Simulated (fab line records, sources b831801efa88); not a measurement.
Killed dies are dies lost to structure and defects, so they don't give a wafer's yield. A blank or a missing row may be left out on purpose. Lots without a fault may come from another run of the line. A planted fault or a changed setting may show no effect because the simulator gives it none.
Split-lot experiment | flow sky130 | 5 lots, 27 wafers read, on a route of 708 steps

THE SPLIT
At SKY_METAL5_SPUTTER_02 (material AlCu, target thk 1150 nm, time 61.2 s), the setting time_s was moved away from the recipe's 61.2 s on 9 of the 27 wafers read, by -55.1% to +25.6%. The other wafers ran this setting at the recipe's value.

FROM THE SPLIT TO THE READING: what the file shows between them, 8 steps
- SKY_METAL5_SPUTTER_03: material Ti, target thk 5 nm, time 3.3 s
- SKY_METAL5_SPUTTER_04: material TiN, target thk 70 nm, time 58.3 s
- SKY_METAL5_RS_MEAS_05: measures by four-point-probe
- SKY_METAL5_THK_MEAS_06: measures by xrf
- SKY_METAL5_DEHYDRATE_07: time 60 s
- SKY_METAL5_HMDS_08: prime time 60 s
- SKY_METAL5_DEVELOP_13: develop time 60 s
- SKY_METAL5_DESCUM_14: chemistry O2, time 11 s

THE READING
oes_product_au, in a.u., at SKY_METAL5_METAL_ETCH_15 (etches the open film in Cl2/BCl3, stops on SiO2, target depth 1260 nm, time 252 s). Fault-free wafers of this fab line usually give 0.894 a.u., standard deviation 0.005 a.u..

wafer  | tool, chamber at the split | time_s as run, s | against the recipe | oes_product_au, a.u. | against lot-mates on the recipe
L074.1 | pvd_sputter-02, -          | 61.2             | recipe             | 0.896                | -
L074.2 | pvd_sputter-02, -          | 61.2             | recipe             | 0.892                | -
L074.3 | pvd_sputter-02, -          | 61.2             | recipe             | 0.901                | -
L074.4 | pvd_sputter-02, -          | 61.2             | recipe             | 0.888                | -
L074.5 | pvd_sputter-02, -          | 61.2             | recipe             | 0.898                | -
L074.6 | pvd_sputter-02, -          | 61.2             | recipe             | 0.885                | -
L076.1 | pvd_sputter-02, -          | 48.53            | -20.7%             | 0.788                | -0.103
L076.2 | pvd_sputter-02, -          | 48.53            | -20.7%             | 0.804                | -0.087
L076.3 | pvd_sputter-02, -          | 61.2             | recipe             | 0.899                | -
L076.4 | pvd_sputter-02, -          | 61.2             | recipe             | 0.887                | -
L076.5 | pvd_sputter-02, -          | 61.2             | recipe             | 0.888                | -
L076.6 | pvd_sputter-02, -          | 48.53            | -20.7%             | 0.800                | -0.091
L079.1 | pvd_sputter-01, -          | 61.2             | recipe             | 0.896                | -
L079.2 | pvd_sputter-01, -          | 61.2             | recipe             | 0.896                | -
L079.3 | pvd_sputter-01, -          | 61.2             | recipe             | 0.893                | -
L083.1 | pvd_sputter-01, -          | 61.2             | recipe             | 0.889                | -
L083.2 | pvd_sputter-01, -          | 76.85            | +25.6%             | 0.971                | +0.081
L083.3 | pvd_sputter-01, -          | 76.85            | +25.6%             | 0.985                | +0.095
L083.4 | pvd_sputter-01, -          | 61.2             | recipe             | 0.895                | -
L083.5 | pvd_sputter-01, -          | 76.85            | +25.6%             | 0.985                | +0.095
L083.6 | pvd_sputter-01, -          | 61.2             | recipe             | 0.885                | -
L085.1 | pvd_sputter-02, -          | 61.2             | recipe             | 0.892                | -
L085.2 | pvd_sputter-02, -          | 61.2             | recipe             | 0.890                | -
L085.3 | pvd_sputter-02, -          | 27.45            | -55.1%             | 0.637                | -0.251
L085.4 | pvd_sputter-02, -          | 27.45            | -55.1%             | 0.656                | -0.232
L085.5 | pvd_sputter-02, -          | 61.2             | recipe             | 0.883                | -
L085.6 | pvd_sputter-02, -          | 27.45            | -55.1%             | 0.648                | -0.240

THE FIT
A straight line over all 27 wafers: oes_product_au changes by +0.00425 a.u. for each +1% of time_s; r = +0.99; the points scatter about the line by 0.0093 a.u..
The same after taking each lot's own level away (the mean of its wafers on the recipe; 27 wafers): +0.00422 a.u. for each +1%; r = +1.00; scatter 0.0083 a.u..
On that fit, the largest move of time_s shifts the reading by 0.23 a.u..
The lots' own levels span 0.8883 to 0.8950 a.u., that is 1.3 times the standard deviation above.
So the lot-to-lot level changes the slope little: the two slopes agree.
Check: with one of the wafers moved furthest among these (-55.1%) left out of the fit, the line predicts -0.231 a.u. for it against its lot-mates. It came out at -0.251 a.u. against them.

OTHER SPLITS ON THESE WAFERS
These wafers also went through other splits before the reading. Each is held against what the fit with the lots' levels taken away leaves over:
other split on the same wafers        | wafers away from the commonest value | r with oes_product_au (lot level and that fit taken away)
SKY_CONTACT_DEVELOP_13 develop_time_s | 12                                   | -0.17
SKY_METAL2_SPUTTER_00 time_s          | 9                                    | +0.05
SKY_METAL2_METAL_ETCH_19 time_s       | 9                                    | +0.25
SKY_METAL4_SPUTTER_01 time_s          | 9                                    | -0.25
SKY_VIA4_HDPCVD_00 time_s             | 12                                   | -0.02

THE WHOLE CHAIN: every reading that the file lists as answering this split, in the file's order
step                     | what it does                                                                      | reading                                                                           | change (the file's fit)                   | r (the file's)
SKY_METAL5_SPUTTER_02    | material AlCu, target thk 1150 nm, time 61.2 s                                    | AlCu_of_METAL5_SPUTTER_02.thk_nm (the simulator's own value, which no gauge read) | +11.1 nm for each +1% of the setting      | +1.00
SKY_METAL5_RS_MEAS_05    | measures by four-point-probe                                                      | METAL5_ALCU_RS                                                                    | -0.0005 for each +1% of the setting       | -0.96
SKY_METAL5_THK_MEAS_06   | measures by xrf                                                                   | METAL5_ALCU_THK                                                                   | +11.3 for each +1% of the setting         | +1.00
SKY_METAL5_METAL_ETCH_15 | etches the open film in Cl2/BCl3, stops on SiO2, target depth 1260 nm, time 252 s | oes_product_au                                                                    | +0.00425 a.u. for each +1% of the setting | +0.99

THE FILE'S OWN FIT
oes_product_au changes by +0.00425 a.u. for each +1% of time_s, r = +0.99.
